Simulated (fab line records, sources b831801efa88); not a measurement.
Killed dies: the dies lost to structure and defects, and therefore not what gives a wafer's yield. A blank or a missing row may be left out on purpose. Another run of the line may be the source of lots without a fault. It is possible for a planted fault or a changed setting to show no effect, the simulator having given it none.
fab line records ; flow sky130 ; part 2 of 2: steps 26 to 35 of 35
[record] lots = 5; wafers = 15; lastDay = 50
route steps=708 shown LOCAL_INTERCONNECT@401 CONTACT@406 METAL1@434
lots that met no fault: taken from a fault-free run of the same line
startH: hours from the record's opening day to when the first of the lot's shown wafers began ; waitH: how many hours have passed since the lot's step before this one ; " identical to the entry in the row above ; L1.1+2: a row that stands for several wafers ; - no value present, or no start provided ; * or withheld: withheld ; < > ~ a bound
route shown NAME@n: names a module that has steps shown in the file, with the first one's number in the route ; usual: mean/standard deviation of fault-free wafers ; same: alike in all rows ; chamber/n: place in a boat ; sites: each site's reading ; _std_site: the standard deviation of these ; _edge_site: the outer-site mean with the inner-site mean subtracted ; radiusMm: how far each site lies from the wafer's centre ; mask NAME#n: copy n ; behind: the tool/chamber that last shaped the wafer ; hold: the reason the lot was held/the length of the hold in hours/how it ended ; device: the n, p or np transistor that did not switch ; end of line: the same wafers' tests at the end of the route ; step lacking rows: just its recipe ; killed: not the wafer's yield, but the dies lost to structure and defects at the first sort ; map: shows each die of a wafer: x if killed, . if not, _ if none is there
set.NAME: the setting that was run; set.NAME@STEP: the one run at that earlier step ; model.NAME: the simulator's own value behind a step, which no gauge read
a table for each step, a row for each wafer; lots at some steps of the route
services: when a tool's chamber went out of use (startH, in hours from the record's first day, below 0 if earlier), for how many hours, and the reason
[[steps]]
[step SKY_CONTACT_STRIP_20]
[recipe] chemistry = postEtchResidueRemover; timeS = 1200; tempC = 72.5
[usual] bathHeatDutyPct = 15.0/1.6
lot.wafer;tool;chamber;startH;waitH;bathHeatDutyPct
L080.1;wetBench-02;0;795.34;0.1;15.8
L080.3;wetBench-02;0;795.34;0.1;15.3
L080.4;wetBench-02;0;795.34;0.1;16.2
L088.2;wetBench-03;3;849.42;0.1;12.9
L088.5;wetBench-03;3;849.42;0.1;16.1
L088.6;wetBench-03;3;849.42;0.1;15.0
L091.3;wetBench-02;0;869.42;0.0;15.5
L091.5;wetBench-02;0;869.42;0.0;16.0
L091.6;wetBench-02;0;869.42;0.0;16.0
L093.1;wetBench-03;0;884.80;0.1;15.9
L093.2;wetBench-03;0;884.80;0.1;15.0
L093.3;wetBench-03;0;884.80;0.1;16.2
L097.1;wetBench-04;0;906.77;0.1;14.8
L097.5;wetBench-04;0;906.77;0.1;16.0
L097.6;wetBench-04;0;906.77;0.1;16.1
[step SKY_CONTACT_CLEAN_21]
[recipe] chemistry = IPA; timeS = 180; tempC = 25
[usual] bathHeatDutyPct = 6.3/0.7
lot.wafer;tool;chamber;startH;waitH;bathHeatDutyPct
L080.1;wetBench-02;2;795.71;0.0;6.6
L080.3;wetBench-02;2;795.71;0.0;6.7
L080.4;wetBench-02;2;795.71;0.0;6.4
L088.2;wetBench-02;2;849.76;0.0;5.4
L088.5;wetBench-02;2;849.76;0.0;6.8
L088.6;wetBench-02;2;849.76;0.0;6.8
L091.3;wetBench-04;0;869.82;0.0;7.2
L091.5;wetBench-04;0;869.82;0.0;6.8
L091.6;wetBench-04;0;869.82;0.0;6.6
L093.1;wetBench-02;3;885.14;0.0;4.9
L093.2;wetBench-02;3;885.14;0.0;6.0
L093.3;wetBench-02;3;885.14;0.0;5.6
L097.1;wetBench-02;1;907.11;0.0;7.2
L097.5;wetBench-02;1;907.11;0.0;6.8
L097.6;wetBench-02;1;907.11;0.0;7.5
[step SKY_CONTACT_CLEAN_22]
[recipe] chemistry = O3/DIW; dry = n2Spin
lot.wafer;tool;chamber;startH;waitH
L080.1+3+4;wetBench-04;2;795.78;0.0
L088.2+5+6;wetBench-03;2;849.83;0.0
L091.3+5+6;wetBench-02;2;869.88;0.0
L093.1+2+3;wetBench-03;1;885.20;0.0
L097.1+5+6;wetBench-03;0;907.17;0.0
[step SKY_CONTACT_SPUTTER_23]
[recipe] material = TiN; targetThkNm = 20; chamberPressurePa = 5; powerW = 4000; timeS = 80
[usual] throttleValvePct = 29.3/0.95
lot.wafer;tool;chamber;startH;waitH;throttleValvePct
L080.1;pvdSputter-01;-;795.87;0.0;31.2
L080.3;pvdSputter-01;-;795.87;0.0;28.7
L080.4;pvdSputter-01;-;795.87;0.0;29.5
L088.2;pvdSputter-01;-;849.93;0.0;29.2
L088.5;pvdSputter-01;-;849.93;0.0;29.1
L088.6;pvdSputter-01;-;849.93;0.0;28.6
L091.3;pvdSputter-01;-;869.99;0.0;31.2
L091.5;pvdSputter-01;-;869.99;0.0;29.2
L091.6;pvdSputter-01;-;869.99;0.0;29.1
L093.1;pvdSputter-03;-;885.30;0.0;29.4
L093.2;pvdSputter-03;-;885.30;0.0;29.3
L093.3;pvdSputter-03;-;885.30;0.0;29.6
L097.1;pvdSputter-02;-;907.26;0.0;28.9
L097.5;pvdSputter-02;-;907.26;0.0;28.9
L097.6;pvdSputter-02;-;907.26;0.0;29.9
[step SKY_CONTACT_CVD_24]
[recipe] material = W; targetThkNm = 340; timeS = 102.12; tempC = 400; pressureTorr = 40
[usual] heaterPowerW = 802/60
lot.wafer;tool;chamber;startH;waitH;heaterPowerW
L080.1;cvdW-01;0;795.93;0.0;704
L080.3;cvdW-01;1;795.93;0.0;779
L080.4;cvdW-01;0;795.93;0.0;713
L088.2;cvdW-02;1;849.99;0.0;889
L088.5;cvdW-02;1;849.99;0.0;878
L088.6;cvdW-02;0;849.99;0.0;824
L091.3;cvdW-01;1;870.09;0.1;785
L091.5;cvdW-01;1;870.09;0.1;784
L091.6;cvdW-01;0;870.09;0.1;713
L093.1;cvdW-01;1;885.36;0.0;769
L093.2;cvdW-01;0;885.36;0.0;723
L093.3;cvdW-01;1;885.36;0.0;774
L097.1;cvdW-02;1;907.33;0.0;873
L097.5;cvdW-02;0;907.33;0.0;788
L097.6;cvdW-02;1;907.33;0.0;894
[step SKY_CONTACT_RS_MEAS_25]
[recipe] thkMeasGauge = four-point-probe; reads = W_of_CONTACT_CVD_24+TiN_of_CONTACT_SPUTTER_23
[usual] CONTACT_W_RS = 0.343/0.004
lot.wafer;tool;chamber;startH;waitH;CONTACT_W_RS[ohm/sq]
L080.1;filmMetro-02;-;796.04;0.1;0.341
L080.3;filmMetro-02;-;796.04;0.1;0.342
L080.4;filmMetro-02;-;796.04;0.1;0.342
L088.2;filmMetro-01;-;850.12;0.1;0.349
L088.5;filmMetro-01;-;850.12;0.1;0.348
L088.6;filmMetro-01;-;850.12;0.1;0.345
L091.3;filmMetro-01;-;870.20;0.1;0.341
L091.5;filmMetro-01;-;870.20;0.1;0.343
L091.6;filmMetro-01;-;870.20;0.1;0.343
L093.1;filmMetro-01;-;885.47;0.1;0.340
L093.2;filmMetro-01;-;885.47;0.1;0.340
L093.3;filmMetro-01;-;885.47;0.1;0.342
L097.1;filmMetro-04;-;907.44;0.1;0.347
L097.5;filmMetro-04;-;907.44;0.1;0.340
L097.6;filmMetro-04;-;907.44;0.1;0.345
[step SKY_CONTACT_THK_MEAS_26]
[recipe] thkMeasGauge = xrf; reads = W_of_CONTACT_CVD_24
[usual] CONTACT_W_THK = 322/4.5
lot.wafer;tool;chamber;startH;waitH;CONTACT_W_THK[nm]
L080.1;filmMetro-02;-;796.16;0.1;329
L080.3;filmMetro-02;-;796.16;0.1;327
L080.4;filmMetro-02;-;796.16;0.1;329
L088.2;filmMetro-01;-;850.23;0.1;319
L088.5;filmMetro-01;-;850.23;0.1;315
L088.6;filmMetro-01;-;850.23;0.1;319
L091.3;filmMetro-01;-;870.30;0.1;321
L091.5;filmMetro-01;-;870.30;0.1;321
L091.6;filmMetro-01;-;870.30;0.1;321
L093.1;filmMetro-01;-;885.59;0.1;324
L093.2;filmMetro-01;-;885.59;0.1;325
L093.3;filmMetro-01;-;885.59;0.1;321
L097.1;filmMetro-04;-;907.56;0.1;317
L097.5;filmMetro-04;-;907.56;0.1;324
L097.6;filmMetro-04;-;907.56;0.1;321
[step SKY_CONTACT_CMP_27]
[recipe] stopOn = SiO2; tOverpolishS = 15; downForcePsi = 3.5; platenRpm = 60; targetThkNm = 0; padVelocityMS = 0.94248
[usual] motorCurrentA = 10.9/1.2; overpolishRunS = 15.000/0.0096; slurryFlowMlMin = 150.0/0.46; timeToEndpointS = 81/4.6
lot.wafer;tool;chamber;startH;waitH;motorCurrentA;overpolishRunS;slurryFlowMlMin;timeToEndpointS
L080.1;cmp-01;0;796.22;0.1;10.9;14.997;149.8;80
L080.3;cmp-01;1;796.22;0.1;10.3;14.992;149.4;79
L080.4;cmp-01;3;796.22;0.1;11.3;15.008;150.2;82
L088.2;cmp-02;1;850.28;0.0;12.4;14.990;149.8;81
L088.6;cmp-02;1;850.28;0.0;13.0;15.017;150.1;84
L088.5;cmp-02;2;850.28;0.0;9.1;14.981;150.2;72
L091.3;cmp-02;3;870.54;0.2;10.3;15.015;149.7;78
L091.5;cmp-02;0;870.54;0.2;11.6;15.002;150.3;81
L091.6;cmp-02;1;870.54;0.2;13.6;14.997;150.8;81
L093.1;cmp-02;2;885.65;0.1;8.9;15.002;149.6;81
L093.2;cmp-02;3;885.65;0.1;10.4;15.004;150.3;83
L093.3;cmp-02;0;885.65;0.1;12.1;14.992;149.6;89
L097.1;cmp-01;0;907.77;0.2;11.0;15.002;149.8;76
L097.6;cmp-01;1;907.77;0.2;10.6;14.995;149.9;72
L097.5;cmp-01;2;907.77;0.2;10.5;14.996;149.8;79
[step SKY_METAL1_SPUTTER_00]
[recipe] material = Ti; targetThkNm = 15; powerW = 3000; timeS = 10; chamberPressurePa = 0.4
[usual] throttleValvePct = 29.8/0.98
lot.wafer;tool;chamber;startH;waitH;throttleValvePct
L080.1;pvdSputter-04;-;796.52;0.2;29.6
L080.3;pvdSputter-04;-;796.52;0.2;31.0
L080.4;pvdSputter-04;-;796.52;0.2;30.4
L088.2;pvdSputter-04;-;850.58;0.2;29.7
L088.5;pvdSputter-04;-;850.58;0.2;30.5
L088.6;pvdSputter-04;-;850.58;0.2;29.7
L091.3;pvdSputter-02;-;870.69;0.1;30.8
L091.5;pvdSputter-02;-;870.69;0.1;31.1
L091.6;pvdSputter-02;-;870.69;0.1;29.9
L093.1;pvdSputter-02;-;885.95;0.2;30.1
L093.2;pvdSputter-02;-;885.95;0.2;30.9
L093.3;pvdSputter-02;-;885.95;0.2;29.0
L097.1;pvdSputter-03;-;907.92;0.1;29.4
L097.5;pvdSputter-03;-;907.92;0.1;29.4
L097.6;pvdSputter-03;-;907.92;0.1;27.1
[step SKY_METAL1_SPUTTER_01]
[recipe] material = TiN; targetThkNm = 20; powerW = 6500; timeS = 16.7; chamberPressurePa = 0.4
[usual] throttleValvePct = 29.8/0.94
lot.wafer;tool;chamber;startH;waitH;throttleValvePct
L080.1;pvdSputter-04;-;796.54;0.0;29.4
L080.3;pvdSputter-04;-;796.54;0.0;30.9
L080.4;pvdSputter-04;-;796.54;0.0;30.6
L088.2;pvdSputter-04;-;850.60;0.0;29.7
L088.5;pvdSputter-04;-;850.60;0.0;30.6
L088.6;pvdSputter-04;-;850.60;0.0;29.7
L091.3;pvdSputter-02;-;870.71;0.0;30.9
L091.5;pvdSputter-02;-;870.71;0.0;30.8
L091.6;pvdSputter-02;-;870.71;0.0;30.0
L093.1;pvdSputter-02;-;885.97;0.0;29.7
L093.2;pvdSputter-02;-;885.97;0.0;30.9
L093.3;pvdSputter-02;-;885.97;0.0;28.8
L097.1;pvdSputter-03;-;907.94;0.0;29.3
L097.5;pvdSputter-03;-;907.94;0.0;29.4
L097.6;pvdSputter-03;-;907.94;0.0;27.3
[[services]]
tool;chamber;startH;hours;kind
cmp-01;-;744.00;4.0;pm
rieDiel-04;3;747.32;3.8;repair
cvdW-01;-;751.16;3.8;pm
cmp-01;-;762.19;0.5;repair
rieDiel-03;-;768.23;0.1;repair
pvdSputter-03;-;773.14;2.6;repair
krfScanner-02;-;774.40;1.0;pm
wetBench-03;-;782.87;1.5;repair
krfScanner-02;-;791.94;1.3;pm
cmp-02;-;796.69;1.6;repair
pvdSputter-03;-;803.61;2.1;repair
rieDiel-03;-;807.88;2.8;pm
pvdSputter-04;-;809.72;2.0;repair
rieDiel-01;2;819.21;2.2;repair
hdpcvd-01;-;821.98;1.4;repair
wetBench-04;-;824.02;30.9;pm
cmp-01;-;842.70;25.6;repair
rieDiel-01;3;843.97;12.0;repair
krfScanner-02;-;845.49;4.0;pm
pvdSputter-03;-;849.59;5.9;repair
rieDiel-03;2;852.70;1.9;repair
cmp-01;-;863.14;1.3;repair
cmp-01;-;868.30;3.6;pm
cmp-02;-;904.36;15.7;pm
